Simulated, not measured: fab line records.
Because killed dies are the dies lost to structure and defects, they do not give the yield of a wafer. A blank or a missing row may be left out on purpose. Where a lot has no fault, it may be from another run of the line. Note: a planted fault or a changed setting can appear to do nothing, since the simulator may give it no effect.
Problem report, 8D (eight disciplines) form, completed by code	flow sky130	the parts of the form that need people (team, actions taken, sign-off) are left out

== 1. THE ISSUE ==
METAL2_ALCU_RS at SKY_METAL2_RS_MEAS_05 reads a mean of 0.1400 ohm/sq on 2 wafers of 2 lots; wafers without a fault read 0.1269 ohm/sq with a standard deviation of 0.0014. Relative to the usual mean, that is a shift of +9.4 standard deviations.
The step: measures by four-point-probe.
First seen on wafer L306.4, day 37 22:51, on filmMetro-04. Wafers with a number at this step in the record: 33, from 11 lots. The rule behind "out" and "out of limits": a value lying over 4 standard deviations away from the usual mean. The other wafers with a number count as sound.

== 2. WHAT THIS IS AND IS NOT ==
question	is	is not
which readings at this step	METAL2_ALCU_RS	-
which lots	L306, L307	L294, L297, L298, L304, L309, L310, L314, L316, L317
which wafers of those lots	L306.4, L307.4	L306.2, L306.5, L307.1, L307.2
read on which gauges	filmMetro-03, filmMetro-04	filmMetro-01
when	from day 37 22:51	up to then (14 sound wafers); but 17 sound wafers of L307, L309, L310, L314, L316, L317 came after

== 3. WHAT RULES OUT EACH SUSPECT ==
Counting: a tool at a process step up to the reading stays a suspect if it ran every lot that is out. Sound lots after the first of them don't rule it out here, since some wafers of a struck lot are sound.
- ruled out: the gauge at SKY_METAL2_RS_MEAS_05. 2 gauges (filmMetro-03, filmMetro-04) read the wafers that are out.
- plasmaAsher-02 at SKY_CONTACT_STRIP_19 (strips in O2/N2): kept. It ran every lot that is out, first L306 (day 35 14:53).
- pvdSputter-04 at SKY_METAL2_SPUTTER_02 (material AlCu, target thk 250 nm, time 13.3 s): kept. Ran every lot that is out, first one L306 (day 37 22:44); last sound lot up to then L298 (day 35 09:17).
The count leaves pvdSputter-04 at SKY_METAL2_SPUTTER_02 and plasmaAsher-02 at SKY_CONTACT_STRIP_19.

== 4. THE CAUSE (what the simulator had put in) ==
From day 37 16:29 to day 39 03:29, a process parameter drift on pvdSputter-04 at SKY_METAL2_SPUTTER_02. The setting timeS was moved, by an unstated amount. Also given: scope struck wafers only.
This tool is one of the 2 suspects left after counting.

== 5. THE EFFECT CHAIN, in route order ==
Each row: a reading where the mean over the struck wafers with a number is more than 3 standard deviations away from the usual. Only readings whose record carries a usual standard deviation are examined. hours: median over the lots of the time between each lot's start at the first step of this table that gives one and its start at this step. sigmas: the change, counted in usual standard deviations.
hours	step	reading	usual	on struck wafers	change	sigmas
0	SKY_METAL2_RS_MEAS_05	METAL2_ALCU_RS	0.1269 ohm/sq	0.1400	+0.0131	+9.4
0	SKY_METAL2_THK_MEAS_06	METAL2_ALCU_THK	253 nm	229	-24	-6.5

== 6. HOW IT WOULD HAVE BEEN CAUGHT EARLIER ==
6 hours passed between the start of the fault at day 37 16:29 and the first reading out of limits at a measuring or inspecting step in this record, taken at day 37 22:51.
Of the tool readings at SKY_METAL2_SPUTTER_02 for which the record gives a usual standard deviation, none was out on any struck wafer, so an alarm limit of 4 standard deviations on them would not have fired.
Lots out: 2; of these, L307 started SKY_METAL2_SPUTTER_02 on pvdSputter-04 after day 37 22:51. Had the tool been put on hold then, it would have been spared.
